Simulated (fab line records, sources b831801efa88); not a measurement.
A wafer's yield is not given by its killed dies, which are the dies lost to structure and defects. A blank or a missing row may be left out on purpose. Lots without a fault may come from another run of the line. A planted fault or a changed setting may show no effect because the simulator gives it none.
A sampling plan put to the test | flow gf180mcu | 45 faults told of in these records, all on one fab line, each judged by the records of the lots it struck
The plan consists of the line's own looks: route steps at which the wafer is read by a gauge or an inspection but not changed. Where struck wafers have a number at a look and the file lists that look's usual mean and standard deviation on fault-free wafers, the look can be judged. Caught: 4 or more of those standard deviations (sigma) separate the usual mean from the mean of the struck wafers at a look after the fault's first step. On the tool: the identical test, applied to the tool's own readings at the steps of the fault. If the struck wafers alone have a blank record, or they carry another recipe, that too counts as caught.

## THE FAULTS, as the simulator had put them in
1. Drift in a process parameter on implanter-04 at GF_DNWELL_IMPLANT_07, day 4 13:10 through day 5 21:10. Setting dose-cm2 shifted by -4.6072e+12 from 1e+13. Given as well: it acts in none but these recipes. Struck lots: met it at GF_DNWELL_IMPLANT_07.
2. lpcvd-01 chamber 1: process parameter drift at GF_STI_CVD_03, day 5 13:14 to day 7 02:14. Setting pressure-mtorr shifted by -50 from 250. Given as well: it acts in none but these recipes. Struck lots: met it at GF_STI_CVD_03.
3. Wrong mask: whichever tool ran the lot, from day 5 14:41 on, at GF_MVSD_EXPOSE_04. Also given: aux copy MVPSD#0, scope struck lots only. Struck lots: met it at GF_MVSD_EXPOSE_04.
4. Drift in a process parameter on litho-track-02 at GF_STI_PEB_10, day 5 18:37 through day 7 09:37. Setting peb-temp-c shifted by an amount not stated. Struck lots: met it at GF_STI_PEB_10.
5. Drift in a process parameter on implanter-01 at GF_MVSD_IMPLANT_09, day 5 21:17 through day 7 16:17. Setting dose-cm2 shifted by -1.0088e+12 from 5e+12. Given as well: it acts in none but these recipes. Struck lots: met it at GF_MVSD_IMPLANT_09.
6. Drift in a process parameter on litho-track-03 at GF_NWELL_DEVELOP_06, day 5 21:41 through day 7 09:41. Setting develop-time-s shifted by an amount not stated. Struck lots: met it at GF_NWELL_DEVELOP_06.
7. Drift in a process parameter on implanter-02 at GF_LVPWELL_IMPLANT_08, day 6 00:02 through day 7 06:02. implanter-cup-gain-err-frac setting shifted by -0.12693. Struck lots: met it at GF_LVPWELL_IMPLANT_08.
8. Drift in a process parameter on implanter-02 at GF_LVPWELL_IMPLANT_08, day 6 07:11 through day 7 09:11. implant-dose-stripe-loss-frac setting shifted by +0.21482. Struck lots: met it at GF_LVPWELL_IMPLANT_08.
9. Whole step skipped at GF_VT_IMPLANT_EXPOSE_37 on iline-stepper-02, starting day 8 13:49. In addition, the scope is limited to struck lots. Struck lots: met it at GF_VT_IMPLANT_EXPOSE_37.
10. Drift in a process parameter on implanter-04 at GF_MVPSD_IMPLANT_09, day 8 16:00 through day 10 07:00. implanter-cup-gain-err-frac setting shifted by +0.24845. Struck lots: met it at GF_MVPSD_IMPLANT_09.
11. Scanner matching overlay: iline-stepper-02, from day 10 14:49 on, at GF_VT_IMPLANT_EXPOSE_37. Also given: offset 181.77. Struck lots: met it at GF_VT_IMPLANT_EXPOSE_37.
12. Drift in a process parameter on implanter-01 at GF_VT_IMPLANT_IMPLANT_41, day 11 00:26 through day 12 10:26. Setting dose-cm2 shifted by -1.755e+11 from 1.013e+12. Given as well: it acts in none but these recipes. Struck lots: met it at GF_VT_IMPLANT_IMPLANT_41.
13. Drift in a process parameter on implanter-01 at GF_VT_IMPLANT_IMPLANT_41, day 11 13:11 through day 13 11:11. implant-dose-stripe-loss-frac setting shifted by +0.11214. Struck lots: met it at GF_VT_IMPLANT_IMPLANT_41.
14. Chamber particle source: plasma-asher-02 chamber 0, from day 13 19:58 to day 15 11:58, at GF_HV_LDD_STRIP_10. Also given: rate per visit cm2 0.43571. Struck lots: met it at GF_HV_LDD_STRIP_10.
15. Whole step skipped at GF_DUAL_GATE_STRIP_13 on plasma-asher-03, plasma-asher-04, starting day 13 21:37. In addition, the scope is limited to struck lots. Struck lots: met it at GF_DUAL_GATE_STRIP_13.
16. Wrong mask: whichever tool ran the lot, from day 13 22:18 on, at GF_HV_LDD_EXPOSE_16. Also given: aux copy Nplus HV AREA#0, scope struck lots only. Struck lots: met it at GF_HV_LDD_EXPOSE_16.
17. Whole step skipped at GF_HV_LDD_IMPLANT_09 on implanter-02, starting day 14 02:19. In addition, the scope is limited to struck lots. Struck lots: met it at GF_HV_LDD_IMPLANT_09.
18. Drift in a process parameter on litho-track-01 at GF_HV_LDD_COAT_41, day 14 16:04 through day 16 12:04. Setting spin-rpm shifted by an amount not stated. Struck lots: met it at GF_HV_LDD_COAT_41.
19. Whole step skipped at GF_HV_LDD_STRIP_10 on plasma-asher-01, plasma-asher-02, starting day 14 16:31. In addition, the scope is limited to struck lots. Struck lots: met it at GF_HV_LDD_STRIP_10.
20. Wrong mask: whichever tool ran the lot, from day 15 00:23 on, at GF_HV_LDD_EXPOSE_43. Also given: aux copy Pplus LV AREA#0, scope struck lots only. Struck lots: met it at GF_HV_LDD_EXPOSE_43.
21. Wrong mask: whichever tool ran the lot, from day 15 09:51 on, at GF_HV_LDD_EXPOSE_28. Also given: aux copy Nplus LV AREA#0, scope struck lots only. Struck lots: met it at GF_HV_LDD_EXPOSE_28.
22. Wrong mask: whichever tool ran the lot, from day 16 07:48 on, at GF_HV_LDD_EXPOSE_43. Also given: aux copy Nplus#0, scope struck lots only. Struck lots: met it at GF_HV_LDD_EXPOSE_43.
23. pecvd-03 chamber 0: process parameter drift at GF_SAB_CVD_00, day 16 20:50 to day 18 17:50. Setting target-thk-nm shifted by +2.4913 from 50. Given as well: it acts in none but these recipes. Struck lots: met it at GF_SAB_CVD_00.
24. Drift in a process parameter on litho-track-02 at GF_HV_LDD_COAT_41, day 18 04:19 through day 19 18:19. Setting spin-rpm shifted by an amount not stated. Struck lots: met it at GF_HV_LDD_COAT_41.
25. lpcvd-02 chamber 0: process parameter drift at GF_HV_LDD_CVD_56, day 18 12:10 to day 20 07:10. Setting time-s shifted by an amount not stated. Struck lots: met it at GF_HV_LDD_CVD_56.
26. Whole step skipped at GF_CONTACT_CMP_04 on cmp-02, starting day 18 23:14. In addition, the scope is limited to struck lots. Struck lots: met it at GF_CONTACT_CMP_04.
27. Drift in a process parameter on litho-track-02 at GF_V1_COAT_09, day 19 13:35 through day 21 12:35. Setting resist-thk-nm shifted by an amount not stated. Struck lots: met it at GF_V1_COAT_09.
28. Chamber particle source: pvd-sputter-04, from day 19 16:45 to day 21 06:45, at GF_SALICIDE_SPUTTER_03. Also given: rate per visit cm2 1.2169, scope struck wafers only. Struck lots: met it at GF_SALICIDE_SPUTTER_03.
29. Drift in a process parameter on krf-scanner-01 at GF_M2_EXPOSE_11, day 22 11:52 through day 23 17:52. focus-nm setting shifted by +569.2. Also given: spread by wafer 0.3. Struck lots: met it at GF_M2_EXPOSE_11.
30. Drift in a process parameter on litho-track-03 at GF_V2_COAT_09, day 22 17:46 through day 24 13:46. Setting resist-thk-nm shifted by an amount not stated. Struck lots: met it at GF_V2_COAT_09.
31. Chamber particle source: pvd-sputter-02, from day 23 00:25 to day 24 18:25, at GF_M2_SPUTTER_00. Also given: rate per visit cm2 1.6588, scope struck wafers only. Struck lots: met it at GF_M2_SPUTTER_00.
32. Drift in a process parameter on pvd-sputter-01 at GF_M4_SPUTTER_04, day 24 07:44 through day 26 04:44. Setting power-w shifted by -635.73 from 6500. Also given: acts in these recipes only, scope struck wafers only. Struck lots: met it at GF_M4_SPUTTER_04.
33. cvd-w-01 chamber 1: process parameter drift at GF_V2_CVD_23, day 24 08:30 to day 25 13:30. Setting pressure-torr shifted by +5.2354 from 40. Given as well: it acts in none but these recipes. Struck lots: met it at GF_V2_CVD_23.
34. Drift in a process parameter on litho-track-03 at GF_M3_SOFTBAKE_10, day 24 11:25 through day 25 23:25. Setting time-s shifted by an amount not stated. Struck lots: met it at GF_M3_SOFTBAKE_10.
35. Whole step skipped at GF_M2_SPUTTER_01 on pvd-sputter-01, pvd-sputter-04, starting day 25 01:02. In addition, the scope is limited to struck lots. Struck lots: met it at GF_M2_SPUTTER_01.
36. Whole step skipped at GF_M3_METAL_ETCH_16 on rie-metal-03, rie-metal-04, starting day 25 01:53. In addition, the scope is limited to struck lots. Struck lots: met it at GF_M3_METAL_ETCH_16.
37. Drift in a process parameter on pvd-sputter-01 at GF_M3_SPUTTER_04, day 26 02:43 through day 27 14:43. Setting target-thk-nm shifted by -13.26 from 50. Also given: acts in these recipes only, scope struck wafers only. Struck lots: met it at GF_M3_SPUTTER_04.
38. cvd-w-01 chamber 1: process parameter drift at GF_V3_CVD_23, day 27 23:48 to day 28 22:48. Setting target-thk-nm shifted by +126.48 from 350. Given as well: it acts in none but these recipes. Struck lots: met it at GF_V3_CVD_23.
39. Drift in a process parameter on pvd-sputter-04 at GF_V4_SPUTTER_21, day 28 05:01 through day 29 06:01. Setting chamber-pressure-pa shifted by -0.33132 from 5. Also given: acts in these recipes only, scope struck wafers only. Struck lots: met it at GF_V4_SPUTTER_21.
40. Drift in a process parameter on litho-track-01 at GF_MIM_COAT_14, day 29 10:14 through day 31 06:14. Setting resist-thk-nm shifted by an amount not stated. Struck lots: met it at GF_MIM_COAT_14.
41. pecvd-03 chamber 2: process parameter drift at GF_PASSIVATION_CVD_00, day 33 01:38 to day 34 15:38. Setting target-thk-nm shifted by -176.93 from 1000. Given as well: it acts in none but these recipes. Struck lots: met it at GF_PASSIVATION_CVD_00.
42. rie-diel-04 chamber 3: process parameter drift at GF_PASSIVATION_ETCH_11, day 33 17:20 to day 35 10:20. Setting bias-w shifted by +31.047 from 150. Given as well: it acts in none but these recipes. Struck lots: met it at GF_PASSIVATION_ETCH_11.
43. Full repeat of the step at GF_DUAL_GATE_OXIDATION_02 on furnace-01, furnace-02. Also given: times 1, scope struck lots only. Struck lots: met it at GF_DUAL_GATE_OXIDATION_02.
44. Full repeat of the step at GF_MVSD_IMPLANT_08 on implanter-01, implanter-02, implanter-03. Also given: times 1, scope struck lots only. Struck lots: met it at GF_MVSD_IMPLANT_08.
45. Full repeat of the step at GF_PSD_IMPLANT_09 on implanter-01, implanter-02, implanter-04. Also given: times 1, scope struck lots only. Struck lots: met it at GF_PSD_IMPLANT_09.

## WHAT THE PLAN SAW
fault | on the tool itself                               | first look that catches it                      | reading, sigma                                        | median hours from its first step to that look | hours from the fault's start to the first struck lot there | judged looks passed uncaught
1     | dose-ions-cm2 -99 or beyond sigma                | GF_DNWELL_TW_MEAS_09                            | DNWELL_TW -17                                         | 0.2                                           | 4                                                          | 0
2     | pressure-mtorr -99 or beyond sigma               | GF_STI_THK_MEAS_04                              | STI_CVD_03_THK -8.4                                   | 2.0                                           | 5                                                          | 0
3     | under 2 sigma                                    | GF_MVSD_TW_MEAS_11                              | MVSD_TW -99 or beyond                                 | 7.8                                           | 14                                                         | 0
4     | heater-power-total-W -99 or beyond sigma         | GF_STI_CD_MEAS_12                               | cd-nm +99 or beyond                                   | 0.3                                           | 3                                                          | 0
5     | dose-ions-cm2 -99 or beyond sigma                | GF_VT_IMPLANT_RS_MEAS_46                        | MVSD_RS +13                                           | 80.1                                          | 86                                                         | 0
6     | under 2 sigma                                    | none of the 2 looks that can be judged after it | -                                                     | -                                             | -                                                          | 2
7     | beam-on-s +8.3 sigma                             | GF_LVPWELL_TW_MEAS_11                           | LVPWELL_TW +5.2                                       | 0.4                                           | 2                                                          | 0
8     | no reading that can be judged                    | GF_VT_IMPLANT_RS_MEAS_48                        | LVPWELL_RS +8.7                                       | 101.5                                         | 104                                                        | 0
9     | no reading that can be judged                    | no look after it can be judged                  | -                                                     | -                                             | -                                                          | 0
10    | faraday-current-uA +11 sigma                     | GF_VT_IMPLANT_RS_MEAS_49                        | MVPSD_RS +15                                          | 71.7                                          | 80                                                         | 0
11    | under 2 sigma                                    | GF_VT_IMPLANT_OVL_MEAS_40                       | VT_IMPLANT_03_OVL +99 or beyond                       | 8.9                                           | 18                                                         | 0
12    | dose-ions-cm2 -99 or beyond sigma                | GF_VT_IMPLANT_TW_MEAS_43                        | VT_IMPLANT_4_TW -7.0                                  | 0.2                                           | 3                                                          | 0
13    | no reading that can be judged                    | GF_VT_IMPLANT_TW_MEAS_43                        | VT_IMPLANT_4_TW -4.1                                  | 0.2                                           | 27                                                         | 0
14    | under 2 sigma                                    | not the one look that can be judged after it    | -                                                     | -                                             | -                                                          | 1
15    | the tool's record is blank for the struck wafers | no look after it can be judged                  | -                                                     | -                                             | -                                                          | 0
16    | no reading that can be judged                    | GF_HV_LDD_TW_MEAS_23                            | HV_LDD_2_TW -99 or beyond                             | 10.4                                          | 14                                                         | 0
17    | the tool's record is blank for the struck wafers | GF_HV_LDD_TW_MEAS_11                            | HV_LDD_TW -99 or beyond                               | 0.2                                           | 2                                                          | 0
18    | spin-speed-rpm -99 or beyond sigma               | GF_HV_LDD_CD_MEAS_46                            | cd-nm -5.7                                            | 11.2                                          | 14                                                         | 0
19    | the tool's record is blank for the struck wafers | GF_HV_LDD_TW_MEAS_23                            | HV_LDD_2_TW -99 or beyond                             | 21.6                                          | 25                                                         | 0
20    | under 2 sigma                                    | GF_HV_LDD_TW_MEAS_50                            | HV_LDD_4_TW -99 or beyond                             | 11.3                                          | 15                                                         | 0
21    | no reading that can be judged                    | GF_HV_LDD_TW_MEAS_38                            | HV_LDD_3_TW -99 or beyond                             | 10.9                                          | 12                                                         | 0
22    | no reading that can be judged                    | GF_HV_LDD_TW_MEAS_50                            | HV_LDD_4_TW -99 or beyond                             | 11.1                                          | 12                                                         | 0
23    | under 2 sigma                                    | none of the 2 looks that can be judged after it | strongest: SAB_CVD_00_THK at GF_SAB_THK_MEAS_01, +3.5 | -                                             | -                                                          | 2
24    | spin-speed-rpm +99 or beyond sigma               | not the one look that can be judged after it    | -                                                     | -                                             | -                                                          | 1
25    | under 2 sigma                                    | GF_HV_LDD_THK_MEAS_57                           | HV_LDD_CVD_56_THK -14                                 | 1.4                                           | 29                                                         | 0
26    | the tool's record is blank for the struck wafers | no look after it can be judged                  | -                                                     | -                                             | -                                                          | 0
27    | under 2 sigma                                    | no look after it can be judged                  | -                                                     | -                                             | -                                                          | 0
28    | under 2 sigma                                    | none of the 2 looks that can be judged after it | -                                                     | -                                             | -                                                          | 2
29    | exposure-dose-mJ-cm2 -86 sigma                   | GF_M2_CD_MEAS_14                                | cd-nm -43                                             | 10.4                                          | 36                                                         | 0
30    | no reading that can be judged                    | not the one look that can be judged after it    | -                                                     | -                                             | -                                                          | 1
31    | under 2 sigma                                    | none of the 2 looks that can be judged after it | -                                                     | -                                             | -                                                          | 2
32    | cathode-dc-power-W -99 or beyond sigma           | none of the 7 looks that can be judged after it | -                                                     | -                                             | -                                                          | 7
33    | chamber-pressure-Torr +59 sigma                  | GF_V2_RS_MEAS_24                                | V2_W_RS -4.0                                          | 0.1                                           | 15                                                         | 0
34    | heater-power-total-W +99 or beyond sigma         | not the one look that can be judged after it    | strongest: cd-nm at GF_M3_CD_MEAS_14, +2.5            | -                                             | -                                                          | 1
35    | the tool's record is blank for the struck wafers | not the one look that can be judged after it    | -                                                     | -                                             | -                                                          | 1
36    | the tool's record is blank for the struck wafers | no look after it can be judged                  | -                                                     | -                                             | -                                                          | 0
37    | under 2 sigma                                    | none of the 7 looks that can be judged after it | strongest: M3_ALCU_THK at GF_M3_THK_MEAS_06, +3.5     | -                                             | -                                                          | 7
38    | under 2 sigma                                    | GF_V3_RS_MEAS_24                                | V3_W_RS -16                                           | 0.1                                           | 3                                                          | 0
39    | chamber-pressure-pa -29 sigma                    | no look after it can be judged                  | -                                                     | -                                             | -                                                          | 0
40    | under 2 sigma                                    | no look after it can be judged                  | -                                                     | -                                             | -                                                          | 0
41    | under 2 sigma                                    | GF_PASSIVATION_THK_MEAS_01                      | PASSIVATION_CVD_00_THK -13                            | 0.1                                           | 3                                                          | 0
42    | bias-w +73 sigma                                 | no look after it can be judged                  | -                                                     | -                                             | -                                                          | 0
43    | under 2 sigma                                    | GF_DUAL_GATE_THK_MEAS_03                        | DUAL_GATE_OXIDATION_00_THK +30                        | 4.0                                           | -                                                          | 0
44    | no reading that can be judged                    | GF_MVSD_TW_MEAS_11                              | MVSD_TW +26                                           | 0.7                                           | -                                                          | 0
45    | no reading that can be judged                    | GF_PSD_TW_MEAS_11                               | PSD_TW +14                                            | 0.6                                           | -                                                          | 0
Dash: fault not caught, or number not given in these records.

Caught at a look: 26 of 45. Caught on the tool: 21 of 45. By one or the other: 35 of 45.
Caught on the tool alone: faults 15, 24, 26, 32, 34, 35, 36, 39, 42.
Caught at a look alone: faults 3, 8, 11, 13, 16, 20, 21, 22, 25, 38, 41, 43, 44, 45.
Caught by neither: faults 6, 9, 14, 23, 27, 28, 30, 31, 37, 40.

## THINNER SAMPLING
In the worst case, this is how late the first struck lot would be measured if the look that catches a fault measured only every second or every third lot, by lot number:
fault | struck lots at that look, in order of time | every lot | every second lot | every third lot
1     | L712, L713                                 | 4 h       | 8 h              | may miss all 2
2     | L480                                       | 5 h       | may miss it      | may miss it
3     | L909                                       | 14 h      | may miss it      | may miss it
4     | L160, L162                                 | 3 h       | may miss all 2   | may miss all 2
5     | L306, L309, L310                           | 86 h      | 97 h             | may miss all 3
7     | L617, L619                                 | 2 h       | may miss all 2   | may miss all 2
8     | L408, L412                                 | 104 h     | may miss all 2   | may miss all 2
10    | L718, L720                                 | 80 h      | may miss all 2   | may miss all 2
11    | L838, L840, L841                           | 18 h      | 37 h             | may miss all 3
12    | L369, L372                                 | 3 h       | 23 h             | may miss all 2
13    | L521                                       | 27 h      | may miss it      | may miss it
16    | L421                                       | 14 h      | may miss it      | may miss it
17    | L693, L694                                 | 2 h       | 10 h             | may miss all 2
18    | L763, L766                                 | 14 h      | 23 h             | may miss all 2
19    | L541, L542                                 | 25 h      | 35 h             | may miss all 2
20    | L601                                       | 15 h      | may miss it      | may miss it
21    | L875                                       | 12 h      | may miss it      | may miss it
22    | L561                                       | 12 h      | may miss it      | may miss it
25    | L403                                       | 29 h      | may miss it      | may miss it
29    | L815, L816                                 | 36 h      | 38 h             | may miss all 2
33    | L937, L939                                 | 15 h      | may miss all 2   | may miss all 2
38    | L196, L198, L199                           | 3 h       | 21 h             | may miss all 3
41    | L700                                       | 3 h       | may miss it      | may miss it
The hour figures run from when the fault began to the first measured lot among those it struck. The test against the limit of 4 sigma pooled every struck wafer, which means one lot taken alone may stay below that limit. Other struck lots may not be in these records.

## THE LONGEST TIMED WAY FROM STEP TO LOOK
Fault 8: the median time between GF_LVPWELL_IMPLANT_08 and GF_VT_IMPLANT_RS_MEAS_48 is 101.5 hours. No look between them can be judged.
